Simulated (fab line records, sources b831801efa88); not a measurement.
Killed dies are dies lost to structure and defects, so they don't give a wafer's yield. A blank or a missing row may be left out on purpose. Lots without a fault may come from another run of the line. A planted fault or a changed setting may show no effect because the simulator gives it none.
A struck lot beside a sound one | flow sky130 | 15 steps out of a route of 708
Sound: wafers L527.1, L527.2, L527.3. Struck: wafer L534.3. (L534.1 of the same lot was not struck and is left out.) The cause comes at the end.
At each step with rows: each side's tool, then ch and its chambers, then its first start. Under that, the readings that differ: sound wafers | struck wafers | difference of the means | sigmas: that difference in standard deviations of wafers without a fault.
alike: readings whose means differ by less than 2 such deviations, and words and numbers that are the same on both sides. not compared: withheld readings, readings that some wafer has no value for, bounds like >300 that may hide the same value, and numbers for which the record gives no deviation and whose values overlap.
The two part at a step that has a row with sigmas, a row that says differs or no value, or rows on one side only. Numbers that don't overlap but have no deviation are shown without sigmas and don't part them. A reading that every wafer of one side lacks parts them only if that side has two wafers or more.

SKY_VIA3_CMP_02: polishes SiO2.
  sound on cmp-01 ch 1,2,3, day 39 17:17; struck on cmp-01 ch 2, day 41 18:47
  reading            | sound             | struck | difference | sigmas
  platen_rpm (rpm)   | 59.98 59.99 59.97 | 60.08  | +0.10      | +3
  slurry_flow_ml_min | 149.7 149.4 149.2 | 150.6  | +1.2       | +2
  alike: motor_current_A
SKY_VIA3_BOW_MEAS_03:
  sound on film_metro-02, day 39 17:32; struck on film_metro-01, day 41 18:59
  alike: VIA3_BOW
then, 8 steps without rows for these wafers: SKY_VIA3_DEHYDRATE_04 (time 60 s); SKY_VIA3_HMDS_05 (prime time 60 s); SKY_VIA3_COAT_06 (resist thk 60 nm); SKY_VIA3_COAT_07 (resist thk 450 nm); SKY_VIA3_SOFTBAKE_08 (time 90 s); SKY_VIA3_EXPOSE_09 (exposes mask VIM3, target cd 200 nm); SKY_VIA3_PEB_10; SKY_VIA3_DEVELOP_11 (develop time 60 s).
SKY_VIA3_CD_MEAS_12: target cd 200 nm.
  sound on cd_sem-02, day 40 18:04; struck on cd_sem-01, day 42 18:37
  alike: cd_nm
SKY_VIA3_OVL_MEAS_13:
  sound on overlay-02, day 40 18:11; struck on overlay-02, day 42 18:44
  reading       | sound   | struck | difference | sigmas
  VIA3_OVL (nm) | 10 6 16 | -4     | -15        | -3
SKY_VIA3_ETCH_14: etches BARC in N2/H2, stops on SiO2, time 45.9 s, target depth 60 nm.
  sound on rie_diel-02 ch 1,2,3, day 40 18:14; struck on rie_diel-02 ch 3, day 42 18:47
  reading                                     | sound                | struck | difference | sigmas
  oes_product_au (a.u.)                       | 0.853 0.853 0.857    | 0.927  | +0.073     | +15
  run_length_s (s)                            | 73.9 74.1 73.6       | 70.0   | -3.9       | -9
  throttle_valve_pct (%)                      | 13.230 13.222 13.216 | 13.248 | +0.025     | +3
  model.KrF-thick_of_VIA3_COAT_07.thk_nm (nm) | 391.5 390.1 389.4    | 398.5  | +8.2       |
  alike: drypump_motor_current_A
  not compared: rf_hours_counter_h
SKY_VIA3_ETCH_15: etches SiO2 in C4F8/O2/Ar, stops on TiN, target depth 507 nm, time 78 s.
  sound on rie_diel-02 ch 1,2,3, day 40 18:16; struck on rie_diel-02 ch 3, day 42 18:49
  reading                                     | sound           | struck | difference | sigmas
  model.KrF-thick_of_VIA3_COAT_07.thk_nm (nm) | 291.5 289 287.1 | 296    | +7         |
  alike: oes_product_au, run_length_s
SKY_VIA3_STRIP_16: strips in O2/N2.
  sound on plasma_asher-03 ch 0,1, day 40 18:20; struck on plasma_asher-03 ch 1, day 42 18:53
  reading                      | sound             | struck | difference | sigmas
  oes_product_au (a.u.)        | 0.402 0.403 0.393 | 0.409  | +0.010     | +2
  strip_time_to_endpoint_s (s) | 4.128 4.094 4.085 | 4.165  | +0.063     | +3
  alike: drypump_motor_current_A
  not compared: rf_hours_counter_h

WHERE THEY PART
First at SKY_VIA3_CMP_02; last, within this record, at SKY_VIA3_STRIP_16.

WHY: what the simulator had put in
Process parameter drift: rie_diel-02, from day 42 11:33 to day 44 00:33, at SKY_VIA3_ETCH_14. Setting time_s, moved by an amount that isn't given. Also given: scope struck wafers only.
